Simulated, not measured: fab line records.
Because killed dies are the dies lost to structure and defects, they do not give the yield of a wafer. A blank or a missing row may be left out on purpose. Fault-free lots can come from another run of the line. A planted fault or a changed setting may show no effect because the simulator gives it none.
Which tool was responsible? | flow sky130 | 7 lots, 21 wafers sampled, at 2 steps of a route of 708

WHAT THE GAUGES READ, wafer by wafer
SKY_VT_ADJUST_HVTR_TW_MEAS_11.
lot  | measured     | on            | VT_ADJUST_HVTR_TW
L604 | day 9 23:17  | film metro-04 | 210.9 210.9 211.6
L607 | day 10 20:47 | film metro-04 | 212.8 212.6 213.0
L609 | day 11 05:50 | film metro-03 | 211.2 212.0 212.3
L611 | day 12 04:54 | film metro-04 | 262.2 261.2 262.4
L618 | day 14 07:37 | film metro-03 | 212.6 212.4 211.8
L620 | day 14 22:25 | film metro-01 | 254.0 253.7 252.9
L623 | day 16 02:01 | film metro-01 | 209.7 210.5 210.4

TOOL THAT RAN EACH LOT (tool first, then ch and the chambers of the sampled wafers, then the start)
lot  | SKY_VT_ADJUST_HVTR_IMPLANT_09
L604 | implanter-03 ch 0, day 9 23:02
L607 | implanter-02 ch 0, day 10 20:34
L609 | implanter-02 ch 0, day 11 05:38
L611 | implanter-02 ch 0, day 12 04:02
L618 | implanter-01 ch 0, day 14 07:23
L620 | implanter-01 ch 0, day 14 21:46
L623 | implanter-01 ch 0, day 16 01:48
- SKY_VT_ADJUST_HVTR_IMPLANT_09

THE ANSWER, worked out from the rows above alone
Rule: what is usual is taken from the lots themselves. Put in order of their means at a reading, lots are off if they are a third of the lots or fewer, leave a main group of 4 or more, and stand apart from it by a gap of 3 or more times the standard deviation of the main group's means; of several such gaps the widest counts. If all means in a main group match to the digits the tables above print for the reading, that group is not used. A lot without any number at a reading at which 4 lots or more have one is off too. All remaining lots with rows at the step are treated as sound.
Off: L611, L620, at SKY_VT_ADJUST_HVTR_TW_MEAS_11 (VT_ADJUST_HVTR_TW). The main group has a mean of 211.6 with a standard deviation of 0.91.
A tool fits if, at a process step before that reading, it ran every lot that is off, and no sound lot after the first of them. Those tools and the gauges at SKY_VT_ADJUST_HVTR_TW_MEAS_11 are tried in the same way. None of those tried fits.

WHAT WAS PUT IN BY THE SIMULATOR
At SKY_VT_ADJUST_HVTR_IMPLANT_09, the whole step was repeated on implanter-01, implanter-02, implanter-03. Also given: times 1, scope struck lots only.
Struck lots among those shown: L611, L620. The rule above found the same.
